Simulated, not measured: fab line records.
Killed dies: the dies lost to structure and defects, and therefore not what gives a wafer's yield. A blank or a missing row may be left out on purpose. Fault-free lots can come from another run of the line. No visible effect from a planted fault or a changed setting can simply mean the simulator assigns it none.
Which tool did it? + flow sky130 + at 1 step of a route of 708, 12 lots with 36 wafers sampled

## WHAT EACH GAUGE READ, for each wafer
SKY_FIELD_ISO_THK_MEAS_02.
| lot  | measured    | on           | FIELD_ISO_OXIDATION_00_THK (nm) |
|------|-------------|--------------|---------------------------------|
| L075 | day 1 16:38 | filmMetro-02 | 11.62 11.57 11.63               |
| L077 | day 2 02:40 | filmMetro-02 | 12.00 12.12 11.86               |
| L079 | day 2 12:38 | filmMetro-02 | 11.65 11.54 11.69               |
| L081 | day 2 22:38 | filmMetro-03 | 11.80 11.70 11.81               |
| L083 | day 3 08:38 | filmMetro-01 | 12.08 12.04 12.33               |
| L085 | day 3 19:40 | filmMetro-01 | 11.93 11.84 11.60               |
| L087 | day 4 04:40 | filmMetro-02 | 12.24 12.00 12.00               |
| L089 | day 4 14:38 | filmMetro-03 | 11.85 11.80 11.59               |
| L091 | day 5 01:58 | filmMetro-02 | 11.96 11.97 12.20               |
| L093 | day 5 10:38 | filmMetro-02 | 12.07 12.18 12.15               |
| L095 | day 5 21:58 | filmMetro-03 | 12.01 12.22 12.17               |
| L097 | day 6 08:47 | filmMetro-03 | 12.05 12.24 12.12               |

## TOOL THAT RAN EACH LOT (tool first, then ch and the chambers of the sampled wafers, then the start)
The record holds no process step before these readings.

## THE ANSWER, worked out from the rows above alone
Rule: what is usual is taken from the lots themselves. Put in order of their means at a reading, lots are off if they are a third of the lots or fewer, leave a main group of 4 or more, and stand apart from it by a gap of 3 or more times the standard deviation of the main group's means; of several such gaps the widest counts. A main group whose means are all the same, to the digits that the tables above print for the reading, isn't used. A lot without any number at a reading at which 4 lots or more have one is off too. The other lots that the step has rows for count as sound.
None of the lots is off at any reading shown; this tells nothing.

## WHAT THE SIMULATOR HAD PUT IN
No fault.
